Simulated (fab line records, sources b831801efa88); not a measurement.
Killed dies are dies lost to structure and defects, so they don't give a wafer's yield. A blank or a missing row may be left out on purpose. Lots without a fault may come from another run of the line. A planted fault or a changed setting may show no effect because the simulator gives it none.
Tool commonality check | flow gf180mcu | 12 lots, 36 wafers sampled

WHY IT WAS OPENED
At GF_V3_THK_MEAS_01 the reading V3_CVD_00_THK is flagged on 3 of 12 lots. Wafers without a fault read 598 nm, standard deviation 5.3.
Rule: a lot is flagged when every wafer of it that has a number lies more than 4 standard deviations from that mean, or none has a number. The other lots count as sound.

lot  | measured     | on            | V3_CVD_00_THK (nm), wafer by wafer | flag
L301 | day 21 09:34 | film_metro-03 | 608 592 600                        |
L303 | day 22 07:53 | film_metro-01 | 602 599 596                        |
L304 | day 22 18:40 | film_metro-01 | 600 597 605                        |
L305 | day 22 20:03 | film_metro-02 | 1206 1184 1197                     | FLAGGED
L306 | day 23 02:07 | film_metro-02 | 1192 1190 1205                     | FLAGGED
L307 | day 23 12:10 | film_metro-01 | 600 596 590                        |
L311 | day 24 22:18 | film_metro-02 | 1184 1201 1187                     | FLAGGED
L315 | day 26 21:35 | film_metro-03 | 603 586 599                        |
L316 | day 27 08:11 | film_metro-02 | 587 602 596                        |
L317 | day 28 00:49 | film_metro-01 | 594 594 596                        |
L319 | day 28 15:46 | film_metro-01 | 594 597 599                        |
L320 | day 28 18:49 | film_metro-02 | 597 599 595                        |
The numbers of the flagged lots are 1194 nm on average: +596 nm against the usual, or +99 or more standard deviations.

WHICH TOOL RAN EACH LOT
The record holds 3 process steps before the reading, out of a route of 602 steps. In each cell: the tool, then ch and the chambers that the sampled wafers went through, then the start.
lot  | flag    | GF_M2_SPUTTER_04             | GF_V2_SPUTTER_22             | GF_V3_CVD_00
L301 |         | pvd_sputter-01, day 18 06:25 | pvd_sputter-01, day 20 07:38 | hdpcvd-01 ch 0,1,2, day 21 09:29
L303 |         | pvd_sputter-01, day 19 04:16 | pvd_sputter-02, day 21 06:11 | hdpcvd-02 ch 0,1,2, day 22 07:47
L304 |         | pvd_sputter-01, day 19 16:29 | pvd_sputter-04, day 21 17:43 | hdpcvd-01 ch 0,1,2, day 22 18:35
L305 | FLAGGED | pvd_sputter-04, day 19 17:34 | pvd_sputter-02, day 21 18:40 | hdpcvd-02 ch 0,1,2, day 22 19:44
L306 | FLAGGED | pvd_sputter-04, day 19 23:04 | pvd_sputter-02, day 22 00:56 | hdpcvd-02 ch 0,1,2, day 23 01:49
L307 |         | pvd_sputter-04, day 20 08:58 | pvd_sputter-04, day 22 11:28 | hdpcvd-01 ch 0,2, day 23 12:05
L311 | FLAGGED | pvd_sputter-01, day 21 21:43 | pvd_sputter-04, day 23 22:32 | hdpcvd-02 ch 0,1,2, day 24 21:58
L315 |         | pvd_sputter-01, day 24 01:43 | pvd_sputter-01, day 25 23:31 | hdpcvd-01 ch 0,1,2, day 26 21:29
L316 |         | pvd_sputter-04, day 24 13:09 | pvd_sputter-02, day 26 10:25 | hdpcvd-01 ch 0,1,2, day 27 08:06
L317 |         | pvd_sputter-01, day 25 05:55 | pvd_sputter-02, day 27 02:15 | hdpcvd-01 ch 0,1,2, day 28 00:44
L319 |         | pvd_sputter-04, day 25 22:28 | pvd_sputter-01, day 27 18:18 | hdpcvd-02 ch 0,1,2, day 28 15:41
L320 |         | pvd_sputter-03, day 26 03:39 | pvd_sputter-04, day 27 21:52 | hdpcvd-01 ch 0,2, day 28 18:44
What these steps do:
- GF_M2_SPUTTER_04: material TiN, target thk 50 nm, time 41.7 s.
- GF_V2_SPUTTER_22: material TiN, target thk 10 nm, time 40 s.
- GF_V3_CVD_00: deposits SiO2, target thk 600 nm, time 100 s.
- GF_V3_THK_MEAS_01

FLAGGED OVER TOTAL, TOOL BY TOOL (the gauges that took the reading come last)
step              | tool           | lots run | flagged | share of the flagged lots | sound lots run after its first flagged lot
GF_M2_SPUTTER_04  | pvd_sputter-01 | 6        | 1       | some                      | 2 (L315,L317)
GF_M2_SPUTTER_04  | pvd_sputter-03 | 1        | 0       | none                      | -
GF_M2_SPUTTER_04  | pvd_sputter-04 | 5        | 2       | some                      | 3 (L307,L316,L319)
GF_V2_SPUTTER_22  | pvd_sputter-01 | 3        | 0       | none                      | -
GF_V2_SPUTTER_22  | pvd_sputter-02 | 5        | 2       | some                      | 2 (L316,L317)
GF_V2_SPUTTER_22  | pvd_sputter-04 | 4        | 1       | some                      | 1 (L320)
GF_V3_CVD_00      | hdpcvd-01      | 7        | 0       | none                      | -
GF_V3_CVD_00      | hdpcvd-02      | 5        | 3       | all                       | 1 (L319)
GF_V3_THK_MEAS_01 | film_metro-01  | 5        | 0       | none                      | -
GF_V3_THK_MEAS_01 | film_metro-02  | 5        | 3       | all                       | 2 (L316,L320)
GF_V3_THK_MEAS_01 | film_metro-03  | 2        | 0       | none                      | -

WHAT THE TABLE ALLOWS
2 rows of the table ran every flagged lot: hdpcvd-02 at GF_V3_CVD_00, film_metro-02 at GF_V3_THK_MEAS_01.
- hdpcvd-02 at GF_V3_CVD_00: 3 of its 5 lots flagged. Sound lots ran on it after the first flagged one (L319), which a lasting fault on the whole tool wouldn't allow.
- film_metro-02 at GF_V3_THK_MEAS_01: 3 of its 5 lots flagged. Sound lots ran on it after the first flagged one (L316, L320), which a lasting fault on the whole tool wouldn't allow.
No row of the table ran every flagged lot and no sound lot after the first.

WHAT THE SIMULATOR HAD PUT IN
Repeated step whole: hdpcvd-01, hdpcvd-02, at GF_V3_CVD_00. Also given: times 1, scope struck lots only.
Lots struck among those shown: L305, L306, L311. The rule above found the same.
